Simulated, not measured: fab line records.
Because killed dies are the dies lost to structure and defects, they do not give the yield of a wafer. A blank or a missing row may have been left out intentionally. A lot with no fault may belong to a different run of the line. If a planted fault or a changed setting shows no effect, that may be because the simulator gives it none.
Matching of chambers | flow sky130 | SKY_VIA1_ETCH_15 on rieDiel-04 has 4 sister chambers
The step etches SiO2 in C4F8/O2/Ar, stops on TiN, target depth 351 nm, time 54 s. 22 wafers are shown with their chamber, then 11 later ones without.

WAFERS WITH THEIR CHAMBER
wafer  | chamber | oesProductAu (a.u.)
L076.2 | 3       | 0.985
L076.3 | 0       | 0.979
L076.4 | 2       | 0.976
L077.2 | 0       | 0.988
L077.4 | 2       | 0.966
L077.6 | 1       | 0.981
L078.1 | 3       | 0.988
L078.5 | 3       | 0.978
L078.6 | 2       | 0.979
L079.4 | 1       | 0.984
L079.5 | 1       | 0.973
L079.6 | 0       | 0.979
L080.1 | 3       | 0.980
L080.2 | 0       | 0.981
L080.5 | 1       | 0.972
L081.2 | 1       | 0.982
L081.4 | 0       | 0.988
L081.6 | 2       | 0.984
L084.2 | 3       | 0.981
L084.4 | 2       | 0.978
L084.6 | 0       | 0.978
L087.2 | 0       | 0.984

SIGNATURES (means of the wafers above)
reading      | chamber 0 | chamber 1 | chamber 2 | chamber 3 | scatter within a chamber
oesProductAu | 0.98243   | 0.97840   | 0.97660   | 0.98240   | 0.00512
Rule: a wafer lies at a distance from a chamber equal to the root of the sum of squares, over the readings, of (its reading less the chamber's mean, divided by the reading's scatter). If the next closest chamber is less than 2 further off than the closest, the wafer can't be placed; otherwise it belongs to the closest. The scatter: the root of (the sum of the squares of (reading less its chamber's mean) over the shown wafers, divided by (wafers less chambers)).

WAFERS WHOSE CHAMBER IS MISSING
wafer  | oesProductAu (a.u.)
L087.4 | 0.986
L087.5 | 0.981
L089.2 | 0.973
L089.3 | 0.984
L089.4 | 0.980
L094.1 | 0.971
L094.4 | 0.985
L094.6 | 0.978
L096.2 | 0.974
L096.4 | 0.982
L096.5 | 0.981

WHICH CHAMBER EACH WENT THROUGH
wafer  | from the rows above               | in truth
L087.4 | can't be placed: 0 or 3 or 1 or 2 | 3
L087.5 | can't be placed: 3 or 0 or 1 or 2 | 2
L089.2 | can't be placed: 2 or 1 or 3 or 0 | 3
L089.3 | can't be placed: 0 or 3 or 1 or 2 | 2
L089.4 | can't be placed: 1 or 3 or 0 or 2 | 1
L094.1 | can't be placed: 2 or 1 or 3 or 0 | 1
L094.4 | can't be placed: 0 or 3 or 1 or 2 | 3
L094.6 | can't be placed: 1 or 2 or 3 or 0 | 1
L096.2 | can't be placed: 2 or 1 or 3 or 0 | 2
L096.4 | can't be placed: 3 or 0 or 1 or 2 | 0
L096.5 | can't be placed: 3 or 0 or 1 or 2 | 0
Placed correctly: 0 of 11. From these rows, 11 cannot be placed; in 11 the true chamber is one of the candidates. Number placed wrongly: 0.
